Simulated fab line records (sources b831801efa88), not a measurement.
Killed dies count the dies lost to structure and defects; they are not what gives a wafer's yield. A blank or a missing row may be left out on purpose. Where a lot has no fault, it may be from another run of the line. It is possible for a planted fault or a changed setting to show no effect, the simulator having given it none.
Which of the tools did it? / flow sky130 / at 1 step of a route of 708, 13 lots with 37 wafers sampled

== WHAT THE GAUGES SHOWED, per wafer ==
SKY_CAP2M_OVL_MEAS_12. Usual: CAP2M_OVL typically reads -0.7 nm, with standard deviation 1.5.
lot=L400; measured=day 42 04:13; on=overlay-01; CAP2M_OVL (nm)=-2.1 -0.5 -0.4; flag=
lot=L403; measured=day 42 05:18; on=overlay-01; CAP2M_OVL (nm)=-0.8 -1.5 -2.4; flag=
lot=L401; measured=day 42 10:15; on=overlay-02; CAP2M_OVL (nm)=-3.9 -0.1 -2.6; flag=
lot=L399; measured=day 42 11:29; on=overlay-02; CAP2M_OVL (nm)=0.0 -0.5 0.0; flag=
lot=L402; measured=day 42 14:09; on=overlay-02; CAP2M_OVL (nm)=2.0 1.1 3.0; flag=
lot=L407; measured=day 43 09:37; on=overlay-01; CAP2M_OVL (nm)=-1.0; flag=
lot=L411; measured=day 44 12:37; on=overlay-01; CAP2M_OVL (nm)=-1.4 0.2 -0.8; flag=
lot=L413; measured=day 44 18:39; on=overlay-01; CAP2M_OVL (nm)=-1.8 -1.6 -1.2; flag=
lot=L415; measured=day 45 14:55; on=overlay-01; CAP2M_OVL (nm)=-1.8 0.3 -0.1; flag=
lot=L416; measured=day 45 16:43; on=overlay-01; CAP2M_OVL (nm)=0.0 -0.8 0.1; flag=
lot=L418; measured=day 46 03:06; on=overlay-01; CAP2M_OVL (nm)=-0.4 1.0 1.3; flag=
lot=L421; measured=day 46 21:54; on=overlay-02; CAP2M_OVL (nm)=-1.2 -2.8 -1.0; flag=
lot=L422; measured=day 47 05:43; on=overlay-02; CAP2M_OVL (nm)=-0.3 0.0 -0.7; flag=

== EACH LOT AND THE TOOL THAT RAN IT (in order: tool; ch and the chambers of the sampled wafers; start) ==
Before these readings, the record contains no process step.

== WHAT THE TOOLS THEMSELVES READ (means of the sampled wafers that have a number; where no wafer has one, the mark that the record gives instead) ==
The record holds no such reading with a usual standard deviation.

== THE ANSWER, worked out from the rows above alone ==
Rule: a lot is off if the mean of its wafers that have a number lies more than 3 standard deviations from the usual mean. A lot without any number at a reading at which 4 lots or more have one is off too. Any other lot the step has rows for is counted as sound. The gauges are gone through in route order, then the tools' own readings, and for those a lot's mean is taken as printed above. At the first step where some lot is off, the reading lying furthest off is the one used; lots without a number count as furthest.
Across all readings shown, no lot is off: no conclusion can be drawn from this.

== WHAT HAD BEEN PUT IN BY THE SIMULATOR ==
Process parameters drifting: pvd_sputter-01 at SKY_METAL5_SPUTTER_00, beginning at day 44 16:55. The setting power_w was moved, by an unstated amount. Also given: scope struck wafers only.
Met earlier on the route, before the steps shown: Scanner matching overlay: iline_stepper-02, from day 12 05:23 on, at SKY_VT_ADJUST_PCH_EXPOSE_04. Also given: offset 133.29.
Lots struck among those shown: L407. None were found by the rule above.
